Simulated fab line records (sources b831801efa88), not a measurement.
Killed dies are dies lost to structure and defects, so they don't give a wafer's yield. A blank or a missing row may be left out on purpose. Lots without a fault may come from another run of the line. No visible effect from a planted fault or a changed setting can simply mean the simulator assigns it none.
The tool behind it: which one? | flow gf180mcu | Sampling: 6 lots, 18 wafers, 2 of 602 route steps

## WHAT THE GAUGES READ, wafer by wafer
GF_LVPWELL_TW_MEAS_11.
lot  | measured    | on            | LVPWELL_TW
L203 | day 4 21:07 | film metro-02 | 553 554 554
L206 | day 5 14:22 | film metro-04 | 553 555 554
L208 | day 6 01:23 | film metro-03 | 564 563 562
L210 | day 6 13:44 | film metro-03 | 596 596 595
L213 | day 7 04:41 | film metro-03 | 595 590 591
L222 | day 9 10:34 | film metro-03 | 561 560 562

## TOOL THAT RAN EACH LOT (tool first, then ch and the chambers of the sampled wafers, then the start)
lot  | GF_LVPWELL_IMPLANT_08
L203 | implanter-02 ch 0, day 4 20:43
L206 | implanter-03 ch 0, day 5 13:59
L208 | implanter-03 ch 0, day 6 01:01
L210 | implanter-03 ch 0, day 6 13:22
L213 | implanter-03 ch 0, day 7 04:18
L222 | implanter-01 ch 0, day 9 10:10
- GF_LVPWELL_IMPLANT_08

## THE ANSWER, worked out from the rows above alone
Rule: the usual values come from the lots themselves. The widest of any qualifying gaps counts: lots, ordered by their means at a reading, are off when they make up no more than a third of the lots, leave a main group of 4 or more, and stand apart from it by 3 or more times the standard deviation of that group's means. The tables above print the reading to a certain number of digits; a main group whose means all agree to those digits is not used. A lot without any number at a reading at which 4 lots or more have one is off too. All remaining lots with rows at the step are treated as sound.
Off: L210, L213, at GF_LVPWELL_TW_MEAS_11 (LVPWELL_TW). The main group has a mean of 558 with a standard deviation of 4.1.
If a tool, at a process step before that reading, ran all the lots that are off and no sound lot after the first of them, it fits. The gauges at GF_LVPWELL_TW_MEAS_11 are tried like those tools. One fits: GF_LVPWELL_IMPLANT_08 on implanter-03. Its last sound lot is L208 (day 6 01:01), its first lot that is off L210 (day 6 13:22): a fault that began between those two fits.

## WHAT THE SIMULATOR HAD PUT IN
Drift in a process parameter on implanter-03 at GF_LVPWELL_IMPLANT_08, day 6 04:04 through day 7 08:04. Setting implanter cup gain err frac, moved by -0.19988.
Shown lots that were struck: L210, L213. The rule above found the same.
